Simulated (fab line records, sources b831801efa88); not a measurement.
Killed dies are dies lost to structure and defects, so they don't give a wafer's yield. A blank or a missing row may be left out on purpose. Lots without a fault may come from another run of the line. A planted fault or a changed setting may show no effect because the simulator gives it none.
One fault seen from 2 desks | flow sky130 | each desk has only its own numbers; what lay behind them comes last

THE METROLOGY DESK
What the gauges read, lot by lot, whatever tool the lot ran on: means of the sampled wafers that have a number. A lot is out of limits, marked OUT, if its mean lies more than 4 standard deviations from the usual mean; the brackets give that distance.
Columns: A = cd_nm at SKY_LI_CONTACT_CD_MEAS_12, usual 170.0 nm; B = LI_CONTACT_W_RS at SKY_LI_CONTACT_RS_MEAS_22, usual 0.284 ohm/sq; C = LI_CONTACT_W_THK at SKY_LI_CONTACT_THK_MEAS_23, usual 386 nm; D = LOCAL_INTERCONNECT_OVL at SKY_LOCAL_INTERCONNECT_OVL_MEAS_12, usual 3 nm
lot  | first seen here | A     | B               | C              | D
L393 | day 29 00:54    | 169.2 | 0.286           | 382            | 5
L395 | day 30 01:22    | 169.3 | 0.283           | 385            | 8
L396 | day 30 10:57    | 170.6 | 0.284           | 393            | 6
L399 | day 31 19:26    | 171.2 | 0.282           | 386            | -7
L403 | day 33 02:01    | 170.4 | 0.362 (+20) OUT | 332 (-8.6) OUT | 5
L404 | day 33 05:45    | 168.4 | 0.428 (+37) OUT | 277 (-17) OUT  | 4
L412 | day 35 11:49    | 168.5 | 0.283           | 384            | 7
L414 | day 36 04:31    | 170.7 | 0.296           | 372            | 4
L415 | day 36 07:51    | 166.9 | 0.288           | 383            | -7
L416 | day 36 13:40    | 169.2 | 0.278           | 398            | 7
This desk's finding: out of limits on L403, L404; first on L403, day 33 02:51 (LI_CONTACT_W_RS at SKY_LI_CONTACT_RS_MEAS_22). In limits: L393, L395, L396, L399, L412, L414, L415, L416.

THE TOOL OWNER'S DESK: cvd_w-02
The tool's own readings at SKY_LI_CONTACT_CVD_21 (deposits W, target thk 400 nm, time 120.56 s): means of the sampled wafers that have a number, for each lot that ran on this tool. A lot is out of limits, marked OUT, if its mean lies more than 4 standard deviations from the usual mean; the brackets give that distance.
Columns: A = chamber_pressure_Torr at SKY_LI_CONTACT_CVD_21, usual 40.00 Torr; B = heater_power_w at SKY_LI_CONTACT_CVD_21, usual 783 W
lot  | first seen here | A                       | B
L393 | day 29 01:36    | 40.09                   | 727
L395 | day 30 02:06    | 39.97                   | 696
L399 | day 31 20:09    | 40.03                   | 700
L403 | day 33 02:43    | 30.73 (-99 or more) OUT | 742
L404 | day 33 06:28    | 21.55 (-99 or more) OUT | 702
L412 | day 35 12:31    | 39.96                   | 784
L415 | day 36 08:34    | 40.02                   | 702
L416 | day 36 14:32    | 40.06                   | 745
This desk's finding: out of limits on L403, L404; first on L403, day 33 02:43 (chamber_pressure_Torr at SKY_LI_CONTACT_CVD_21). In limits: L393, L395, L399, L412, L415, L416.

PUT TOGETHER
The tool owner's desk could have raised an alarm at day 33 02:43, on L403, L404.
The metrology desk could have raised an alarm at day 33 02:51, on L403, L404.
Of the lots named, all ran SKY_LI_CONTACT_CVD_21 on cvd_w-02.

WHAT THE SIMULATOR HAD PUT IN
Process parameter drift: cvd_w-02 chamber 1, from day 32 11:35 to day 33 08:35, at SKY_LI_CONTACT_CVD_21. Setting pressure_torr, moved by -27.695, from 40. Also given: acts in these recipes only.
Lots struck among those shown: L403, L404.
Hours from the fault's start to each desk's first reading out of limits: the tool owner's desk, 15; the metrology desk, 15.
